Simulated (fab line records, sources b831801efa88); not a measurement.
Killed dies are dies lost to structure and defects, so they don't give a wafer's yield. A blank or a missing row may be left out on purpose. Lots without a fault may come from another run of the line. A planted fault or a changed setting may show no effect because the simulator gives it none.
One fault seen from 2 desks | flow gf180mcu | each desk has only its own numbers; what lay behind them comes last

THE TOOL OWNER'S DESK: pvd_sputter-03
The tool's own readings at GF_M2_SPUTTER_03 (material Ti, target thk 10 nm, time 6.7 s): means of the sampled wafers that have a number, for each lot that ran on this tool. A lot is out of limits, marked OUT, if its mean lies more than 4 standard deviations from the usual mean; the brackets give that distance.
Columns: A = cathode_dc_power_W at GF_M2_SPUTTER_03, usual 3000.1 W; B = throttle_valve_pct at GF_M2_SPUTTER_03, usual 30.0 %
lot  | first seen here | A                        | B
L184 | day 18 23:37    | 3000.1                   | 29.6
L197 | day 23 19:07    | 3173.9 (+99 or more) OUT | 29.2
L200 | day 24 23:10    | 3348.8 (+99 or more) OUT | 29.8
This desk's finding: out of limits on L197, L200; first on L197, day 23 19:07 (cathode_dc_power_W at GF_M2_SPUTTER_03). In limits: L184.

THE METROLOGY DESK
What the gauges read, lot by lot, whatever tool the lot ran on: means of the sampled wafers that have a number. A lot is out of limits, marked OUT, if its mean lies more than 4 standard deviations from the usual mean; the brackets give that distance.
Columns: A = V1_W_RS at GF_V1_RS_MEAS_24, usual 0.3268 ohm/sq; B = V1_W_THK at GF_V1_THK_MEAS_25, usual 357 nm
lot  | first seen here | A      | B
L183 | day 18 11:58    | 0.3256 | 363
L184 | day 18 22:59    | 0.3288 | 358
L197 | day 23 18:32    | 0.3266 | 353
L198 | day 24 02:22    | 0.3250 | 353
L200 | day 24 22:31    | 0.3287 | 349
L203 | day 25 15:35    | 0.3268 | 367
This desk's finding: nothing out of limits on any of the 6 lots.

PUT TOGETHER
The tool owner's desk could have raised an alarm at day 23 19:07, on L197, L200.
The metrology desk saw nothing out of limits.
The metrology desk has L197, L200 on record, within its limits.
Of the lots named, all ran GF_M2_SPUTTER_03 on pvd_sputter-03.

WHAT THE SIMULATOR HAD PUT IN
Process parameter drift: pvd_sputter-03, from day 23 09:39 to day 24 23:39, at GF_M2_SPUTTER_03. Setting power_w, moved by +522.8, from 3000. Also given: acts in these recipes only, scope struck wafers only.
Lots struck among those shown: L197, L200.
Hours from the fault's start to each desk's first reading out of limits: the tool owner's desk, 9.
